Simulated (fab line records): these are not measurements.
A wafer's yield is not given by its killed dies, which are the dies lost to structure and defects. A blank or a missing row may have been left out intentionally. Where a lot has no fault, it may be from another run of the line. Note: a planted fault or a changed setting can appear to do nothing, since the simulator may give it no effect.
A struck lot beside a sound one | flow sky130 | 14 steps out of a route of 708
Sound: these wafers, L407.2, L407.4, L407.5. The struck wafers were L420.2, L420.5, L420.6. Last of all comes the cause.
At each step with rows: each side's tool, then ch and its chambers, then its first start. Under that, the readings that differ: sound wafers | struck wafers | difference of the means | sigmas: that difference in standard deviations of wafers without a fault.
alike: a reading whose means differ by less than 2 such deviations, as well as words and numbers matching on both sides. not compared: withheld readings; readings where some wafer has no value; bounds like >300 that might hide an equal value; numbers whose values overlap and for which the record gives no deviation.
A row with sigmas, a row that says differs or no value, or rows on one side alone: a step with any of these is where the two part. Numbers that have no deviation but don't overlap get no sigmas and don't part them. A reading that every wafer of one side lacks parts them only if that side has two wafers or more.

SKY_LI_CONTACT_THK_MEAS_23: measures by xrf.
  sound on film metro-02, day 29 11:34; struck on film metro-01, day 33 15:30
  reading               | sound       | struck      | difference | sigmas
  LI_CONTACT_W_THK (nm) | 405 397 405 | 390 391 391 | -12        | -2
SKY_LI_CONTACT_CMP_24: polishes, stops on PSG, t overpolish 20 s, target thk 0 nm.
  sound on cmp-02 ch 1,2,3, day 29 11:40; struck on cmp-02 ch 0,1,3, day 33 15:39
  alike: motor current A, overpolish run s, time to endpoint s
SKY_LOCAL_INTERCONNECT_SPUTTER_00: material TiN, target thk 100 nm, time 83.3 s.
  sound on pvd sputter-01, day 29 11:55; struck on pvd sputter-03, day 33 15:51
  alike: cathode dc power W, throttle valve pct
SKY_LOCAL_INTERCONNECT_RS_MEAS_01: measurement is done with a four-point probe.
  sound on film metro-02, day 29 12:01; struck on film metro-04, day 33 15:56
  reading                            | sound             | struck            | difference | sigmas
  LOCAL_INTERCONNECT_TIN_RS (ohm/sq) | 13.98 13.89 14.02 | 14.20 14.19 14.40 | +0.30      | +2
SKY_LOCAL_INTERCONNECT_THK_MEAS_02: measures by xrf.
  sound on film metro-02, day 29 12:07; struck on film metro-04, day 33 16:02
  alike: LOCAL_INTERCONNECT_TIN_THK
then, 7 steps without rows for these wafers: SKY_LOCAL_INTERCONNECT_DEHYDRATE_03 (time 60 s); SKY_LOCAL_INTERCONNECT_HMDS_04 (prime time 60 s); SKY_LOCAL_INTERCONNECT_COAT_05 (resist thk 60 nm); SKY_LOCAL_INTERCONNECT_COAT_06 (resist thk 445.2 nm); SKY_LOCAL_INTERCONNECT_SOFTBAKE_07 (time 90 s); SKY_LOCAL_INTERCONNECT_EXPOSE_08 (exposes mask LI1M, target cd 170 nm); SKY_LOCAL_INTERCONNECT_PEB_09.
SKY_LOCAL_INTERCONNECT_DEVELOP_10: develop time 60 s.
  sound on litho track-02 ch 0, day 30 15:00; struck on litho track-04 ch 0, day 34 18:00
  reading              | sound             | struck            | difference | sigmas
  developer temp C (C) | 21.06 20.99 20.84 | 22.99 23.14 23.28 | +2.17      | +20
  alike: resist line temp C
SKY_LOCAL_INTERCONNECT_CD_MEAS_11: the cd target is 170 nm.
  sound on cd sem-02, day 30 15:38; struck on cd sem-01, day 34 18:55
  alike: cd nm

== WHERE THEY PART ==
Earliest at SKY_LI_CONTACT_THK_MEAS_23; latest, in this record, at SKY_LOCAL_INTERCONNECT_DEVELOP_10. Later steps at which nothing parts them and some readings are alike: SKY_LOCAL_INTERCONNECT_CD_MEAS_11.

WHY: what had been put in by the simulator
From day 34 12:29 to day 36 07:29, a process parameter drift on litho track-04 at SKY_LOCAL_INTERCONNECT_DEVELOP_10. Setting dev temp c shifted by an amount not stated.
